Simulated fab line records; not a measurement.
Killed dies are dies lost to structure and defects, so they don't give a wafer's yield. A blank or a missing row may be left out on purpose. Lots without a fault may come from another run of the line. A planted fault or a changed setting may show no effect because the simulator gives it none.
Struck lot and sound lot, side by side :: flow sky130 :: 17 steps out of a route of 708
Sound: the wafers L715.1, L715.2, L715.6. Wafers struck: L714.2, L714.4, L714.5. The cause comes at the end.
Per side, at each step with rows, come the tool, then ch with its chambers, and then its first start. Under that, the readings that differ: sound wafers :: struck wafers :: difference of the means :: sigmas: that difference in standard deviations of wafers without a fault.
alike: words and numbers the same on both sides, and readings whose means are apart by under 2 such deviations; not compared: readings that were withheld, readings missing a value for some wafer, numbers with overlapping values and no deviation given by the record, and bounds like >300 which may hide the same value.
A row with sigmas, a row that says differs or no value, or rows on one side alone: a step with any of these is where the two part. Numbers that don't overlap but have no deviation are shown without sigmas and don't part them. A reading that every wafer of one side lacks parts them only if that side has two wafers or more.

first, 3 steps without rows for these wafers: SKY_LI_CONTACT_EXPOSE_09 (exposes mask LICM1, target cd 170 nm); SKY_LI_CONTACT_PEB_10; SKY_LI_CONTACT_DEVELOP_11 (develop time 60 s).
SKY_LI_CONTACT_CD_MEAS_12: the cd target is 170 nm.
  sound on cdSem-02, day 34 05:12; struck on cdSem-02, day 33 00:42
  alike: cdNm
SKY_LI_CONTACT_OVL_MEAS_13:
  sound on overlay-02, day 34 05:19; struck on overlay-02, day 33 00:48
  alike: LI_CONTACT_OVL
SKY_LI_CONTACT_ETCH_14: etches BARC in N2/H2, stops on SiO2, time 45.9 s, target depth 60 nm.
  sound on rieDiel-04 ch 0,2, day 34 05:21; struck on rieDiel-02 ch 0,3, day 33 00:50
  alike: drypumpMotorCurrentA, oesProductAu, throttleValvePct
  not compared: rfHoursCounterH
SKY_LI_CONTACT_ETCH_15: etches PSG in C4F8/O2/Ar, stops on Si, target depth 600 nm.
  sound on rieDiel-04 ch 0,2, day 34 05:24; struck on rieDiel-02 ch 0,3, day 33 00:53
  alike: oesProductAu
then, 3 steps without rows for these wafers: SKY_LI_CONTACT_STRIP_16 (strips in O2/N2); SKY_LI_CONTACT_CLEAN_17 (cleans in NMP, time 600 s); SKY_LI_CONTACT_PRE_CLEAN_18 (time 5.6 s).
SKY_LI_CONTACT_SPUTTER_19: material Ti, target thk 20 nm, time 106.37 s.
  sound on pvdSputter-01, day 34 05:47; struck on pvdSputter-01, day 33 01:16
  alike: throttleValvePct
SKY_LI_CONTACT_SPUTTER_20: material TiN, target thk 20 nm, time 80 s.
  sound on pvdSputter-01, day 34 05:52; struck on pvdSputter-01, day 33 01:21
  alike: throttleValvePct
SKY_LI_CONTACT_CVD_21: deposits W, target thk 400 nm, time 120.56 s.
  sound on cvdW-01 ch 0, day 34 05:56; struck on cvdW-02 ch 1, day 33 01:25
reading: chamberPressureTorr (Torr)
sound: 40.04 39.91 40.11
struck: 43.98 44.15 44.18
difference: +4.08
sigmas: +45

reading: heaterPowerOuterW (W)
sound: 623 627 608
struck: 455 444 447
difference: -171
sigmas: -2

reading: heaterPowerW (W)
sound: 942 963 959
struck: 739 739 744
difference: -214
sigmas: -2

reading: model.W_of_LI_CONTACT_CVD_21.thkNm (nm)
sound: 391.7 387.2 387.7
struck: 416.6 411.1 416.7
difference: +25.9
sigmas: 
SKY_LI_CONTACT_RS_MEAS_22: the measuring method here is four-point-probe.
  sound on filmMetro-04, day 34 06:11; struck on filmMetro-01, day 33 01:33
reading: LI_CONTACT_W_RS (ohm/sq)
sound: 0.291 0.294 0.294
struck: 0.274 0.277 0.273
difference: -0.018
sigmas: -4
SKY_LI_CONTACT_THK_MEAS_23: measures by xrf.
  sound on filmMetro-04, day 34 06:18; struck on filmMetro-01, day 33 01:40
reading: LI_CONTACT_W_THK (nm)
sound: 403 398 398
struck: 423 416 426
difference: +22
sigmas: +3
SKY_LI_CONTACT_CMP_24: polishes, stops on PSG, t overpolish 20 s, target thk 0 nm.
  sound on cmp-02 ch 0,1,2, day 34 06:28; struck on cmp-01 ch 0,1,3, day 33 01:49
  alike: motorCurrentA, slurryFilterDpKPa
following that, these wafers have no rows for 1 step: SKY_PAD_OPEN_PROBE_99.

## WHERE THEY PART
First at SKY_LI_CONTACT_CVD_21; last, within this record, at SKY_LI_CONTACT_THK_MEAS_23. Later steps at which nothing parts them and some readings are alike: SKY_LI_CONTACT_CMP_24.

WHY: what the simulator had put in
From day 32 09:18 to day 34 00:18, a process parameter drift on cvdW-02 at SKY_LI_CONTACT_CVD_21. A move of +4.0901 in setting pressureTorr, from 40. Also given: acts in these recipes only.
